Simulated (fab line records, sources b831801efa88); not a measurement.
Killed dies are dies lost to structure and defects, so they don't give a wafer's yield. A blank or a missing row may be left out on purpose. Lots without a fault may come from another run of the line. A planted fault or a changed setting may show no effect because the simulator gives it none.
Which tool did it? | flow sky130 | 24 lots, 72 wafers sampled, at 6 steps of a route of 708

WHAT THE GAUGES READ, wafer by wafer
SKY_FIELD_ISO_BOW_MEAS_00. Usual: INCOMING_BOW 0 um, standard deviation 5.3.
lot  | measured    | on            | INCOMING_BOW (um) | flag
L074 | day 1 10:00 | film_metro-03 | 2 -2 -5           |
L075 | day 1 15:00 | film_metro-02 | -9 -9 1           |
L076 | day 1 20:00 | film_metro-01 | 9 -4 1            |
L077 | day 2 01:00 | film_metro-01 | -6 -3 -1          |
L078 | day 2 06:04 | film_metro-01 | 2 -6 2            |
L079 | day 2 11:01 | film_metro-02 | -4 -3 -9          |
L080 | day 2 16:00 | film_metro-02 | 0 2 9             |
L081 | day 2 21:01 | film_metro-02 | 2 10 10           |
L082 | day 3 02:00 | film_metro-02 | -5 0 -1           |
L083 | day 3 07:01 | film_metro-02 | -7 0 -3           |
L084 | day 3 12:00 | film_metro-03 | -8 3 -1           |
L085 | day 3 17:01 | film_metro-03 | 1 8 10            |
L086 | day 3 22:01 | film_metro-02 | 7 -1 3            |
L087 | day 4 03:02 | film_metro-02 | 3 -8 -9           |
L088 | day 4 08:02 | film_metro-03 | 4 -2 2            |
L089 | day 4 13:00 | film_metro-01 | 3 5 -3            |
L090 | day 4 18:00 | film_metro-03 | -6 3 5            |
L091 | day 4 23:02 | film_metro-03 | 5 0 0             |
L092 | day 5 04:00 | film_metro-02 | 1 -3 1            |
L093 | day 5 09:01 | film_metro-02 | -3 4 9            |
L094 | day 5 14:00 | film_metro-01 | -2 -3 -5          |
L095 | day 5 19:00 | film_metro-02 | -3 1 -3           |
L096 | day 6 00:01 | film_metro-01 | -8 7 5            |
L097 | day 6 05:00 | film_metro-01 | -1 3 -2           |

SKY_VT_ADJUST_LVTN_TW_MEAS_21. Usual: VT_ADJUST_LVTN_2_TW 188.5, standard deviation 1.4.
lot  | measured     | on            | VT_ADJUST_LVTN_2_TW | flag
L074 | day 8 03:47  | film_metro-04 | 188.4 186.7 188.9   |
L075 | day 8 07:23  | film_metro-01 | 187.6 187.3 188.5   |
L076 | day 8 15:23  | film_metro-02 | 188.9 189.5 187.8   |
L077 | day 8 23:23  | film_metro-02 | 189.7 189.4 189.8   |
L078 | day 9 16:07  | film_metro-01 | 185.8 185.4 185.7   |
L079 | day 9 18:06  | film_metro-04 | 188.7 190.0 189.1   |
L080 | day 10 02:02 | film_metro-02 | 187.6 187.5 188.9   |
L081 | day 10 07:42 | film_metro-04 | 187.8 189.3 187.7   |
L082 | day 10 11:53 | film_metro-01 | 185.6 185.1 184.9   |
L083 | day 10 16:30 | film_metro-04 | 188.6 189.5 189.4   |
L084 | day 11 04:29 | film_metro-01 | 186.9 186.2 186.8   |
L085 | day 11 12:06 | film_metro-02 | 190.0 190.1 191.7   |
L086 | day 11 19:57 | film_metro-02 | 190.1 190.3 189.6   |
L087 | day 12 05:52 | film_metro-04 | 188.9 188.8 189.2   |
L088 | day 12 08:01 | film_metro-02 | 188.5 190.4 189.2   |
L089 | day 12 12:02 | film_metro-02 | 190.0 189.9 189.6   |
L090 | day 12 16:47 | film_metro-02 | 189.3 190.3 189.1   |
L091 | day 12 21:42 | film_metro-04 | 188.4 189.3 188.3   |
L092 | day 13 12:02 | film_metro-04 | 188.8 189.2 189.0   |
L093 | day 13 12:57 | film_metro-01 | 187.1 186.3 186.8   |
L094 | day 13 19:32 | film_metro-02 | 188.3 188.5 189.2   |
L095 | day 14 02:29 | film_metro-04 | 189.2 187.3 189.1   |
L096 | day 14 13:06 | film_metro-02 | 188.2 189.0 188.2   |
L097 | day 14 17:26 | film_metro-04 | 188.5 189.7 188.2   |

SKY_VT_ADJUST_NCORE_OVL_MEAS_08. Usual: VT_ADJUST_NCORE_OVL 1.1 nm, standard deviation 1.6.
lot  | measured     | on         | VT_ADJUST_NCORE_OVL (nm) | flag
L074 | day 9 01:23  | overlay-02 | 1.5 0.6 1.7              |
L075 | day 9 05:02  | overlay-02 | -1.2 -1.9 -1.6           |
L076 | day 9 13:31  | overlay-02 | 1.8 -1.1 0.4             |
L077 | day 9 20:49  | overlay-01 | -0.3 0.5 -1.7            |
L078 | day 10 14:17 | overlay-01 | 0.0 2.7 0.8              |
L079 | day 10 17:14 | overlay-01 | 0.9 2.9 4.4              |
L080 | day 11 01:31 | overlay-02 | 0.3 1.1 1.3              |
L081 | day 11 08:13 | overlay-01 | 2.3 1.9 -0.9             |
L082 | day 11 11:14 | overlay-01 | 2.0 -0.1 1.2             |
L083 | day 11 16:59 | overlay-01 | -0.3 0.0 -0.8            |
L084 | day 12 05:22 | overlay-01 | 0.2 -0.8 -0.3            |
L085 | day 12 12:46 | overlay-02 | 2.5 3.0 1.2              |
L086 | day 12 21:14 | overlay-01 | 1.3 0.1 0.9              |
L087 | day 13 07:07 | overlay-01 | -3.1 -3.0 -0.6           |
L088 | day 13 09:53 | overlay-02 | 3.2 2.3 2.6              |
L089 | day 13 14:18 | overlay-01 | -0.2 -1.0 -0.6           |
L090 | day 13 19:02 | overlay-01 | 1.4 0.1 -0.3             |
L091 | day 13 23:16 | overlay-01 | -0.5 -0.9 2.3            |
L092 | day 14 15:00 | overlay-01 | 1.4 -1.5 -0.2            |
L093 | day 14 15:29 | overlay-01 | 4.1 2.0 4.9              |
L094 | day 14 23:53 | overlay-02 | 2.9 3.6 1.0              |
L095 | day 15 06:32 | overlay-02 | 1.7 1.1 1.9              |
L096 | day 15 17:07 | overlay-01 | 1.7 2.8 3.4              |
L097 | day 15 22:15 | overlay-02 | 3.8 3.2 4.3              |

SKY_VT_ADJUST_PCH_TW_MEAS_10. Usual: VT_ADJUST_PCH_TW 141.7, standard deviation 1.1.
lot  | measured     | on            | VT_ADJUST_PCH_TW  | flag
L074 | day 10 23:20 | film_metro-04 | 142.1 142.5 142.5 |
L075 | day 11 04:14 | film_metro-04 | 142.8 142.2 141.8 |
L076 | day 11 12:11 | film_metro-03 | 142.5 142.7 142.8 |
L077 | day 11 20:25 | film_metro-03 | 143.1 142.7 142.5 |
L078 | day 12 16:07 | film_metro-01 | 140.2 140.7 140.4 |
L079 | day 12 19:15 | film_metro-01 | 139.6 140.7 140.6 |
L080 | day 13 03:38 | film_metro-04 | 142.9 142.9 143.4 |
L081 | day 13 11:48 | film_metro-01 | 140.7 141.8 141.1 |
L082 | day 13 14:49 | film_metro-01 | 141.0 140.9 140.9 |
L083 | day 13 20:38 | film_metro-04 | 142.3 142.3 142.2 |
L084 | day 14 10:26 | film_metro-01 | 139.8 140.5 141.0 |
L085 | day 14 18:59 | film_metro-04 | 142.9 142.4 142.4 |
L086 | day 15 04:44 | film_metro-01 | 140.4 141.0 140.0 |
L087 | day 15 15:43 | film_metro-03 | 141.7 142.9 142.2 |
L088 | day 15 18:14 | film_metro-01 | 140.9 140.4 140.4 |
L089 | day 15 22:46 | film_metro-01 | 140.5 141.1 140.3 |
L090 | day 16 04:49 | film_metro-01 | 140.1 139.7 140.1 |
L091 | day 16 09:39 | film_metro-04 | 141.2 141.8 141.3 |
L092 | day 17 02:05 | film_metro-03 | 142.6 142.1 142.6 |
L093 | day 17 03:21 | film_metro-04 | 141.5 141.6 140.8 |
L094 | day 17 12:34 | film_metro-03 | 142.9 143.1 143.1 |
L095 | day 17 19:50 | film_metro-04 | 141.8 141.3 141.0 |
L096 | day 18 06:05 | film_metro-01 | 140.9 141.1 140.1 |
L097 | day 18 11:53 | film_metro-04 | 144.1 142.9 143.4 |

SKY_SONOS_TUNNEL_OVL_MEAS_08. Usual: SONOS_TUNNEL_OVL 0.0 nm, standard deviation 1.4.
lot  | measured     | on         | SONOS_TUNNEL_OVL (nm) | flag
L074 | day 11 23:32 | overlay-02 | 3.0 1.6 0.8           |
L075 | day 12 05:11 | overlay-01 | -1.1 -1.1 1.0         |
L076 | day 12 12:41 | overlay-01 | 0.6 0.8 0.6           |
L077 | day 12 21:28 | overlay-02 | 0.2 0.1 1.5           |
L078 | day 13 18:11 | overlay-02 | -0.1 -0.2 -1.4        |
L079 | day 13 21:23 | overlay-01 | -1.3 -0.8 -1.6        |
L080 | day 14 05:41 | overlay-01 | -1.0 -0.5 -0.4        |
L081 | day 14 14:14 | overlay-02 | 0.5 -1.0 -2.2         |
L082 | day 14 17:55 | overlay-02 | 1.0 0.2 0.3           |
L083 | day 15 00:59 | overlay-01 | -0.4 0.2 0.8          |
L084 | day 15 14:49 | overlay-02 | 0.8 0.4 1.9           |
L085 | day 15 23:50 | overlay-01 | 1.0 0.7 -0.1          |
L086 | day 16 09:47 | overlay-01 | -1.4 0.1 -1.1         |
L087 | day 16 20:56 | overlay-02 | 1.9 2.3 2.5           |
L088 | day 17 00:05 | overlay-02 | 1.6 2.0 0.3           |
L089 | day 17 04:28 | overlay-02 | 0.1 -1.0 -1.6         |
L090 | day 17 11:37 | overlay-02 | -1.8 1.3 1.4          |
L091 | day 17 16:17 | overlay-01 | -0.6 2.3 1.3          |
L092 | day 18 08:58 | overlay-01 | -0.1 -1.6 -1.8        |
L093 | day 18 10:05 | overlay-01 | -1.4 -3.4 -2.9        |
L094 | day 18 19:58 | overlay-02 | 0.6 -0.7 -1.4         |
L095 | day 19 03:16 | overlay-01 | -1.7 -2.0 -0.3        |
L096 | day 19 15:23 | overlay-01 | -2.2 -1.0 -2.5        |
L097 | day 19 20:31 | overlay-02 | 0.4 0.1 -0.8          |

SKY_SONOS_ONO_OVL_MEAS_14. Usual: SONOS_ONO_OVL -0.6 nm, standard deviation 1.5.
lot  | measured     | on         | SONOS_ONO_OVL (nm) | flag
L074 | day 13 08:03 | overlay-01 | 0.8 -1.6 -0.5      |
L075 | day 13 13:00 | overlay-02 | -0.5 0.4 -0.4      |
L076 | day 13 19:41 | overlay-02 | -1.1 -0.2 1.2      |
L077 | day 15 01:08 | overlay-02 | -0.6 0.7 0.8       |
L078 | day 15 04:52 | overlay-01 | 0.9 -0.8 0.4       |
L079 | day 15 08:13 | overlay-02 | 0.4 0.4 -0.8       |
L080 | day 15 15:21 | overlay-01 | -3.1 -1.1 -1.7     |
L081 | day 16 01:25 | overlay-02 | -0.8 -0.7 -3.3     |
L082 | day 16 06:05 | overlay-02 | -2.1 0.7 -0.7      |
L083 | day 16 12:14 | overlay-01 | -1.7 0.4 -3.2      |
L084 | day 17 02:07 | overlay-01 | 0.3 1.7 -0.6       |
L085 | day 17 14:52 | overlay-01 | -0.9 -1.1 -1.6     |
L086 | day 18 01:34 | overlay-01 | 0.9 -1.6 -0.9      |
L087 | day 18 10:23 | overlay-01 | -1.0 -1.5 -0.1     |
L088 | day 18 11:26 | overlay-01 | 0.8 0.3 -1.5       |
L089 | day 18 19:05 | overlay-01 | -2.0 -3.4 -0.5     |
L090 | day 19 04:28 | overlay-01 | -1.8 0.4 -0.1      |
L091 | day 19 09:58 | overlay-02 | -0.4 1.1 0.1       |
L092 | day 19 21:38 | overlay-02 | -1.2 -1.1 -2.2     |
L093 | day 20 00:43 | overlay-01 | -0.2 -2.0 -1.5     |
L094 | day 20 09:21 | overlay-02 | 2.6 2.9 1.3        |
L095 | day 20 20:11 | overlay-01 | -0.8 -2.5 -0.9     |
L096 | day 21 05:08 | overlay-02 | 2.6 -2.4 0.9       |
L097 | day 21 09:39 | overlay-01 | 0.6 -1.8 -0.9      |

WHICH TOOL RAN EACH LOT (tool, then ch and the chambers of the sampled wafers, then the start)
The record holds no process step before these readings.

WHAT THE TOOLS THEMSELVES READ (means of the sampled wafers that have a number; where no wafer has one, the mark that the record gives instead)
The record holds no such reading with a usual standard deviation.

THE ANSWER, worked out from the rows above alone
Rule: a lot is off if the mean of its wafers that have a number lies more than 3 standard deviations from the usual mean. A lot without any number at a reading at which 4 lots or more have one is off too. The other lots that the step has rows for count as sound. The gauges are gone through in route order, then the tools' own readings, and for those a lot's mean is taken as printed above. The first step at which some lot is off is used, and at that step the reading that is off furthest; a lot without a number counts as furthest.
No lot is off at any reading shown: from this, nothing can be told.

WHAT THE SIMULATOR HAD PUT IN
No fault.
